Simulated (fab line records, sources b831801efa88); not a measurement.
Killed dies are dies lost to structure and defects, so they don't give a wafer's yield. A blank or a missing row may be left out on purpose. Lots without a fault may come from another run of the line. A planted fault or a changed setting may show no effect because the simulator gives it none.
Split-lot experiment | flow sky130 | 5 lots, 23 wafers read, on a route of 708 steps

THE SPLIT
At SKY_LDD_P_COAT_02 (resist thk 1140 nm), the setting resist_thk_nm was moved away from the recipe's 1140 nm on 11 of the 23 wafers read, by -5.7% to +4.7%. The other wafers ran this setting at the recipe's value.

The reading is taken at the split's own step.

THE READING
NOVOLAK_of_LDD_P_COAT_02.thk_nm (the simulator's own value, which no gauge read), in nm, at SKY_LDD_P_COAT_02 (resist thk 1140 nm). The file gives no usual value for it. The 12 wafers here that ran the recipe average 1143 nm, standard deviation 3.3 nm.

wafer  | tool, chamber at the split | resist_thk_nm as run, nm | against the recipe | NOVOLAK_of_LDD_P_COAT_02.thk_nm, nm | against lot-mates on the recipe
L077.1 | litho_track-02, 0          | 1140                     | recipe             | 1147                                | -
L077.2 | litho_track-02, 0          | 1194                     | +4.7%              | 1203                                | +56
L077.4 | litho_track-02, 0          | 1194                     | +4.7%              | 1201                                | +54
L077.5 | litho_track-02, 0          | 1194                     | +4.7%              | 1199                                | +52
L077.6 | litho_track-02, 0          | 1140                     | recipe             | 1146                                | -
L078.1 | litho_track-02, 0          | 1113                     | -2.4%              | 1114                                | -26
L078.2 | litho_track-02, 0          | 1113                     | -2.4%              | 1114                                | -26
L078.3 | litho_track-02, 0          | 1140                     | recipe             | 1142                                | -
L078.4 | litho_track-02, 0          | 1113                     | -2.4%              | 1113                                | -28
L078.5 | litho_track-02, 0          | 1140                     | recipe             | 1139                                | -
L081.1 | litho_track-02, 0          | 1140                     | recipe             | 1144                                | -
L081.4 | litho_track-02, 0          | 1140                     | recipe             | 1137                                | -
L081.5 | litho_track-02, 0          | 1140                     | recipe             | 1143                                | -
L082.2 | litho_track-02, 0          | 1140                     | recipe             | 1146                                | -
L082.3 | litho_track-02, 0          | 1140                     | recipe             | 1147                                | -
L082.4 | litho_track-02, 0          | 1170                     | +2.6%              | 1176                                | +30
L082.5 | litho_track-02, 0          | 1140                     | recipe             | 1145                                | -
L082.6 | litho_track-02, 0          | 1170                     | +2.6%              | 1179                                | +33
L085.1 | litho_track-01, 0          | 1140                     | recipe             | 1139                                | -
L085.2 | litho_track-01, 0          | 1075                     | -5.7%              | 1078                                | -62
L085.5 | litho_track-01, 0          | 1075                     | -5.7%              | 1078                                | -62
L085.3 | litho_track-01, 0          | 1140                     | recipe             | 1140                                | -
L085.4 | litho_track-01, 0          | 1075                     | -5.7%              | 1077                                | -62

THE FIT
A straight line over all 23 wafers: NOVOLAK_of_LDD_P_COAT_02.thk_nm changes by +11.9 nm for each +1% of resist_thk_nm; r = +1.00; the points scatter about the line by 3 nm.
The same after taking each lot's own level away (the mean of its wafers on the recipe; 23 wafers): +11.2 nm for each +1%; r = +1.00; scatter 1.8 nm.
On that fit, the largest move of resist_thk_nm shifts the reading by 64 nm.
The lots' own levels span 1139.5 to 1146.5 nm, that is 2.1 times the standard deviation above.
So the lot-to-lot level changes the slope little: the two slopes agree.
Check: with one of the wafers moved furthest among these (-5.7%) left out of the fit, the line predicts -63.8 nm for it against its lot-mates. It came out at -61.5 nm against them.

OTHER SPLITS ON THESE WAFERS
These wafers also went through other splits before the reading. Each is held against what the fit with the lots' levels taken away leaves over:
other split on the same wafers          | wafers away from the commonest value | r with NOVOLAK_of_LDD_P_COAT_02.thk_nm (lot level and that fit taken away)
SKY_SONOS_ONO_COAT_08 spin_rpm          | 7                                    | +0.19
SKY_SONOS_ONO_SOFTBAKE_09 time_s        | 4                                    | +0.07
SKY_GATE_OXIDE_IMPLANT_11 energy_kev    | 7                                    | -0.12
SKY_POLY_GATE_CVD_00 pressure_mtorr     | 15                                   | +0.24
SKY_POLY_GATE_IMPLANT_02 dose_cm2       | 10                                   | -0.02
SKY_POLY_GATE_DEVELOP_12 develop_time_s | 10                                   | +0.23
SKY_LDD_N_SOFTBAKE_03 temp_c            | 8                                    | -0.16
SKY_LDD_N_DEVELOP_06 dev_temp_c         | 6                                    | -0.01

THE WHOLE CHAIN: every reading that the file lists as answering this split, in the file's order
step               | what it does       | reading                                                                          | change (the file's fit)              | r (the file's)
SKY_LDD_P_COAT_02  | resist thk 1140 nm | NOVOLAK_of_LDD_P_COAT_02.thk_nm (the simulator's own value, which no gauge read) | +11.2 nm for each +1% of the setting | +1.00
SKY_LDD_P_STRIP_10 | strips in O2/N2    | strip_time_to_endpoint_s                                                         | withheld for each +1% of the setting | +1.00

THE FILE'S OWN FIT
NOVOLAK_of_LDD_P_COAT_02.thk_nm changes by +11.2 nm for each +1% of resist_thk_nm, r = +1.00.
